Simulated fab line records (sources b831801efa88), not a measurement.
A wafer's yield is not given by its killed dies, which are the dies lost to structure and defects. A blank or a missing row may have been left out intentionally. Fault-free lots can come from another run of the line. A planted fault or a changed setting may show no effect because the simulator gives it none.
2 desks, one fault | flow gf180mcu | each desk holds nothing but its own numbers, with what lay behind them at the end

== TOOL OWNER'S DESK, pvd_sputter-02 ==
The tool's own readings at GF_M4_SPUTTER_03 (material Ti, target thk 10 nm, time 6.7 s): means of the sampled wafers that have a number, for each lot that ran on this tool. Any lot whose mean is over 4 standard deviations away from the usual mean is out of limits and marked OUT; that distance is given in the brackets.
Columns: A = chamber_pressure_pa at GF_M4_SPUTTER_03, usual 0.3000 Pa; B = throttle_valve_pct at GF_M4_SPUTTER_03, usual 29.7 %
lot  | first seen here | A      | B
L697 | day 23 07:32    | 0.2998 | 29.1
L704 | day 26 00:01    | 0.3004 | 30.5
L705 | day 26 04:50    | 0.2995 | 28.0
L706 | day 26 15:37    | 0.3000 | 29.5
This desk's finding: nothing out of limits on any of the 4 lots.

== METROLOGY DESK ==
Lot by lot, what the gauges showed, no matter which tool ran the lot: averages of those sampled wafers that carry a number. Any lot whose mean is over 4 standard deviations away from the usual mean is out of limits and marked OUT; that distance is given in the brackets.
Columns: A = V3_W_RS at GF_V3_RS_MEAS_24, usual 0.325 ohm/sq; B = V3_W_THK at GF_V3_THK_MEAS_25, usual 356 nm
lot  | first seen here | A     | B
L695 | day 22 15:06    | 0.327 | 355
L697 | day 23 06:54    | 0.330 | 356
L704 | day 25 23:25    | 0.320 | 358
L705 | day 26 04:14    | 0.317 | 360
L706 | day 26 15:01    | 0.328 | 348
L711 | day 28 04:50    | 0.323 | 355
L715 | day 28 21:20    | 0.327 | 352
This desk's finding: nothing out of limits on any of the 7 lots.

== ALL TOGETHER ==
The desk of the tool owner found nothing out of limits.
At the metrology desk, nothing out of limits was observed.

== WHAT THE SIMULATOR HAD INSERTED ==
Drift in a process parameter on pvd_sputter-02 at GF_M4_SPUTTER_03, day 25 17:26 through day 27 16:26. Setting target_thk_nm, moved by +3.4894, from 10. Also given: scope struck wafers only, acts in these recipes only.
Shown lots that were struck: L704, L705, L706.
